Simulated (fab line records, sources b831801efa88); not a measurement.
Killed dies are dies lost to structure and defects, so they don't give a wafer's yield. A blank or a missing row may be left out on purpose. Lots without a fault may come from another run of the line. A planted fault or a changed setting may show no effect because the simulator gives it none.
Split-lot experiment | flow sfq_line | 5 lots, 23 wafers read, on a route of 325 steps

THE SPLIT
At SFQ_TRILAYER_L0_LITHO_PEB_008 (peb time 60 s), the setting peb_time_s was moved away from the recipe's 60 s on 10 of the 23 wafers read, by -14.6% to +9.9%. The other wafers ran this setting at the recipe's value.

The file shows no step between the split and the reading.

THE READING
L0.cd_nm (the simulator's own value, which no gauge read), in nm, at SFQ_TRILAYER_L0_BARC_OPEN_METAL_ETCH_010 (etches BARC in O2, target depth 125 nm, time 41.7 s). The file gives no usual value for it. The 13 wafers here that ran the recipe average 1998 nm, standard deviation 1.2 nm.

wafer  | tool, chamber at the split | peb_time_s as run, s | against the recipe | L0.cd_nm, nm | against lot-mates on the recipe
L075.1 | litho_track-01, 0          | 60                   | recipe             | 1996         | -
L075.3 | litho_track-01, 0          | 60                   | recipe             | 2000         | -
L075.6 | litho_track-01, 0          | 60                   | recipe             | 1998         | -
L076.1 | litho_track-01, 0          | 55.02                | -8.3%              | 2012         | +14
L076.2 | litho_track-01, 0          | 60                   | recipe             | 1998         | -
L076.4 | litho_track-01, 0          | 60                   | recipe             | 1998         | -
L076.3 | litho_track-01, 0          | 55.02                | -8.3%              | 2012         | +14
L076.5 | litho_track-01, 0          | 60                   | recipe             | 1999         | -
L079.1 | litho_track-04, 0          | 60                   | recipe             | 1998         | -
L079.4 | litho_track-04, 0          | 60                   | recipe             | 1998         | -
L079.2 | litho_track-04, 0          | 52.48                | -12.5%             | 2018         | +20
L079.5 | litho_track-04, 0          | 60                   | recipe             | 1999         | -
L079.6 | litho_track-04, 0          | 52.48                | -12.5%             | 2019         | +21
L082.1 | litho_track-03, 0          | 65.92                | +9.9%              | 1984         | -14
L082.3 | litho_track-03, 0          | 65.92                | +9.9%              | 1983         | -14
L082.4 | litho_track-03, 0          | 60                   | recipe             | 1998         | -
L082.5 | litho_track-03, 0          | 60                   | recipe             | 1997         | -
L082.6 | litho_track-03, 0          | 65.92                | +9.9%              | 1985         | -12
L085.1 | litho_track-04, 0          | 60                   | recipe             | 1999         | -
L085.3 | litho_track-04, 0          | 60                   | recipe             | 2001         | -
L085.4 | litho_track-04, 0          | 51.24                | -14.6%             | 2023         | +23
L085.5 | litho_track-04, 0          | 51.24                | -14.6%             | 2022         | +22
L085.6 | litho_track-04, 0          | 51.24                | -14.6%             | 2024         | +24

THE FIT
A straight line over all 23 wafers: L0.cd_nm changes by -1.6 nm for each +1% of peb_time_s; r = -1.00; the points scatter about the line by 1.2 nm.
The same after taking each lot's own level away (the mean of its wafers on the recipe; 23 wafers): -1.53 nm for each +1%; r = -1.00; scatter 1.1 nm.
On that fit, the largest move of peb_time_s shifts the reading by 22 nm.
The lots' own levels span 1997.5 to 2000.0 nm, that is 2.1 times the standard deviation above.
So the lot-to-lot level changes the slope little: the two slopes agree.
Check: with one of the wafers moved furthest among these (-14.6%) left out of the fit, the line predicts +22.7 nm for it against its lot-mates. It came out at +23 nm against them.

THE FILE'S OWN FIT
L0.cd_nm changes by -1.55 nm for each +1% of peb_time_s, r = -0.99.
